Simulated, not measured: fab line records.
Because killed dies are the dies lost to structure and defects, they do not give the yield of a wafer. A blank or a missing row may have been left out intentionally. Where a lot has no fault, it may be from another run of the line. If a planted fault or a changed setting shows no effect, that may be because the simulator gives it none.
A struck lot beside a sound one :: flow sky130 :: 17 steps out of a route of 708
Sound: these wafers, L876.2, L876.4, L876.5. Wafers struck: L863.2, L863.3, L863.5. At the end, the cause is stated.
Order at every step that has rows: each side's tool, ch and its chambers, its first start. Under that, the readings that differ: sound wafers :: struck wafers :: difference of the means :: sigmas: that difference in standard deviations of wafers without a fault.
alike: readings whose means differ by less than 2 such deviations, and words and numbers that are the same on both sides. not compared: withheld readings, readings that some wafer has no value for, bounds like >300 that may hide the same value, and numbers for which the record gives no deviation and whose values overlap.
The two part at a step that has a row with sigmas, a row that says differs or no value, or rows on one side only. Numbers that have no deviation but don't overlap get no sigmas and don't part them. A reading missing from all wafers of one side parts the sides only when that side holds two or more wafers.

SKY_LDD_HVN_OVL_MEAS_07:
  sound on overlay-02 at day 25 15:51; struck on overlay-01 at day 20 19:35
  alike: LDD_HVN_OVL
following that, these wafers have no rows for 1 step: SKY_LDD_HVN_IMPLANT_08.
SKY_LDD_HVN_STRIP_09: strips in O2/N2.
  sound on plasmaAsher-04 ch 0,1, day 25 16:02; struck on plasmaAsher-01 ch 0,1, day 20 19:46
reading: drypumpMotorCurrentA (A)
sound: 6.11 6.25 6.26
struck: 5.50 5.84 5.49
difference: -0.60
sigmas: -2
  alike: chamberPressureMTorr, oesProductAu, stripTimeToEndpointS
  not compared: rfHoursCounterH
SKY_LDD_HVN_TW_MEAS_10:
  sound on filmMetro-01 at day 25 16:08; struck on filmMetro-01 at day 20 19:53
  alike: LDD_HVN_TW
then, 7 steps without rows for these wafers: SKY_LDD_HVP_DEHYDRATE_00 (time 60 s); SKY_LDD_HVP_HMDS_01 (prime time 60 s); SKY_LDD_HVP_COAT_02 (resist thk 300 nm); SKY_LDD_HVP_SOFTBAKE_03 (time 60 s); SKY_LDD_HVP_EXPOSE_04 (exposes mask HVPTM, target cd 700 nm); SKY_LDD_HVP_PEB_05; SKY_LDD_HVP_DEVELOP_06 (develop time 60 s).
SKY_LDD_HVP_OVL_MEAS_07:
  sound on overlay-02 at day 26 21:12; struck on overlay-02 at day 22 02:13
  alike: LDD_HVP_OVL
SKY_LDD_HVP_IMPLANT_08:
  sound on implanter-01 ch 0, day 26 21:15; struck on implanter-02 ch 0, day 22 02:35
  alike: beamEnergyKeV, tiltDeg
SKY_LDD_HVP_STRIP_09: strips in O2/N2.
  sound on plasmaAsher-01 ch 0,1, day 26 21:23; struck on plasmaAsher-04 ch 0,1, day 22 02:42
  alike: chamberPressureMTorr, drypumpMotorCurrentA, oesProductAu, stripTimeToEndpointS
  not compared: rfHoursCounterH
SKY_LDD_HVP_TW_MEAS_10:
  sound on filmMetro-03 at day 26 21:29; struck on filmMetro-04 at day 22 02:49
reading: LDD_HVP_TW
sound: 454 452 451
struck: 574 576 574
difference: +122
sigmas: +27
then, 1 step without rows for these wafers: SKY_LDD_LDN_DEHYDRATE_00 (time 60 s).
-- record jumps: 24 days separate the struck wafers' starts on either side; left off in module LDD_LDN, taken up again in module PAD_OPEN, whose first shown step is the route's number 708 --
SKY_PAD_OPEN_PROBE_99:
  sound on prober-02 at day 49 05:22; struck on prober-01 at day 46 02:57
reading: model.etest.tip_p_5v.rsOhmSq
sound: 2840 2859 2859
struck: 1712 1717 1716
difference: -1138
sigmas: 

reading: model.etest.pfetG5v0d10v5.rOnOhmUm
sound: 4624 4592 4638
struck: 4377 4520 4422
difference: -178
sigmas: 

reading: model.etest.pfetG5v0d10v5.driveUaUm
sound: 351.5 352.5 353.9
struck: 374.3 365.2 372.3
difference: +18.0
sigmas: 

reading: model.etest.tip_p_5v.rsOhmSqRange
sound: 63.52 87.51 83.93
struck: 50 54.79 47.94
difference: -27
sigmas: 

reading: model.etest.resPdiffHv.rsOhmSq
sound: 189.9 190.9 190.8
struck: 186.9 188.1 186.7
difference: -3.3
sigmas: 

reading: model.etest.pfetG5v0d10v5.offLog10AUm
sound: -12.16 -11.87 -12.3
struck: -11.04 -11.04 -10.86
difference: +1.13
sigmas: 

reading: model.etest.pfetG5v0d10v5.vtSatV (V)
sound: -0.596 -0.559 -0.6154
struck: -0.5262 -0.5071 -0.4858
difference: +0.0838
sigmas: 
  alike: killed_at_M0_to_M3, killed_at_M4_up, killedAtContacts, killedAtFrontEnd, killedAtOther, killedDies, killedOpen, killedShort
  not compared: model.etest.ring_5v.delayPs

== WHERE THEY PART ==
Earliest at SKY_LDD_HVN_STRIP_09; latest, in this record, at SKY_LDD_HVP_TW_MEAS_10. Later steps at which nothing parts them and some readings are alike: SKY_PAD_OPEN_PROBE_99.

WHY: whatever the simulator had introduced
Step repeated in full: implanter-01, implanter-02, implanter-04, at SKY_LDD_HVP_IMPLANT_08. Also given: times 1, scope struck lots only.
